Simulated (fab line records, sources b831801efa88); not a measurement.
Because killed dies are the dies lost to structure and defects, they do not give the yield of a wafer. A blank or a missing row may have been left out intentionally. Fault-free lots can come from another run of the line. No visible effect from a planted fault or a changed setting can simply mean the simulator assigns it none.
Chamber matching / flow sky130 / SKY_FIELD_ISO_CMP_27 on cmp-02: 4 sister chambers
The step polishes, stops on Si3N4, t overpolish 16 s, target thk 457.8 nm. 4 wafers are shown with their chamber, then 8 later ones without.

## WAFERS, EACH WITH ITS CHAMBER
wafer=L087.1; chamber=1; motor_current_A (A)=12.4
wafer=L087.4; chamber=2; motor_current_A (A)=11.7
wafer=L087.6; chamber=3; motor_current_A (A)=11.5
wafer=L088.2; chamber=0; motor_current_A (A)=9.8

## WAFERS WHOSE CHAMBER IS MISSING
wafer=L088.3; motor_current_A (A)=11.7
wafer=L088.6; motor_current_A (A)=9.4
wafer=L090.1; motor_current_A (A)=9.5
wafer=L090.3; motor_current_A (A)=11.4
wafer=L090.5; motor_current_A (A)=12.0
wafer=L094.2; motor_current_A (A)=11.1
wafer=L094.4; motor_current_A (A)=9.4
wafer=L094.5; motor_current_A (A)=11.6

## WHICH CHAMBER EACH ONE RAN IN
wafer=L088.3; from the rows above=can't be placed: 2 or 3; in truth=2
wafer=L088.6; from the rows above=0; in truth=0
wafer=L090.1; from the rows above=0; in truth=0
wafer=L090.3; from the rows above=can't be placed: 3 or 2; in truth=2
wafer=L090.5; from the rows above=can't be placed: 2 or 1 or 3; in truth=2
wafer=L094.2; from the rows above=can't be placed: 3 or 2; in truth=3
wafer=L094.4; from the rows above=0; in truth=0
wafer=L094.5; from the rows above=can't be placed: 2 or 3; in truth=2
Correct placement for 3 of the 8. Not placeable from these rows: 5 (in 5, the candidates include the true chamber). Number placed wrongly: 0.
How it was worked out, from the rows above alone: a wafer's distance from a chamber is the root of the sum, over the readings, of the square of ((its reading less the chamber's mean) divided by the reading's scatter). The wafer belongs to the nearest chamber; if the next one is less than 2 further off, it can't be placed. Each chamber's mean is taken over the wafers shown for it. The scatter (one wafer shown for each chamber): square how far every hidden wafer sits from the nearest shown wafer, average those squares and take the square root.
